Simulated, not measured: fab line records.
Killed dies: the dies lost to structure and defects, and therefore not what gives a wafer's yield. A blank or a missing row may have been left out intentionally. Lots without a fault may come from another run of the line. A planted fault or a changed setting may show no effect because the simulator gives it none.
Matching of chambers | flow gf180mcu | GF_V1_CMP_26 on cmp-01 has 4 sister chambers
The step polishes, stops on SiO2, t overpolish 15 s, target thk 0 nm. 7 wafers are shown with their chamber, then 8 later ones without.

EACH WAFER AND ITS CHAMBER
wafer  | chamber | motor_current_A (A) | time_to_endpoint_s (s)
L945.3 | 0       | 10.0                | 85
L951.2 | 3       | 13.3                | 87
L955.5 | 3       | 13.0                | 89
L957.4 | 2       | 13.0                | 84
L957.5 | 1       | 9.6                 | 87
L957.6 | 2       | 13.1                | 84
L962.1 | 1       | 9.9                 | 87

WAFERS WITHOUT THEIR CHAMBER
wafer  | motor_current_A (A) | time_to_endpoint_s (s)
L962.2 | 12.8                | 85
L962.5 | 10.2                | 88
L966.1 | 12.9                | 83
L966.4 | 10.0                | 89
L966.5 | 13.4                | 85
L967.1 | 12.6                | 92
L967.2 | 9.3                 | 90
L967.6 | 9.4                 | 91

WHICH CHAMBER EACH WENT THROUGH
wafer  | from the rows above     | in truth
L962.2 | 2                       | 2
L962.5 | can't be placed: 1 or 0 | 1
L966.1 | 2                       | 2
L966.4 | 1                       | 1
L966.5 | can't be placed: 2 or 3 | 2
L967.1 | 3                       | 3
L967.2 | 1                       | 1
L967.6 | 1                       | 1
Placed correctly: 6 of 8. Unplaceable from these rows: 2, with the true chamber sitting among the candidates in 2. Wrongly placed: 0.
How it was worked out, from the rows above alone: a wafer's distance from a chamber is the root of the sum, over the readings, of the square of ((its reading less the chamber's mean) divided by the reading's scatter). If the next closest chamber is less than 2 further off than the closest, the wafer can't be placed; otherwise it belongs to the closest. The mean given for a chamber averages the wafers shown for that chamber. The scatter is the square root of a quotient: the sum, over the shown wafers, of each reading's squared deviation from its chamber's mean, divided by wafers minus chambers.
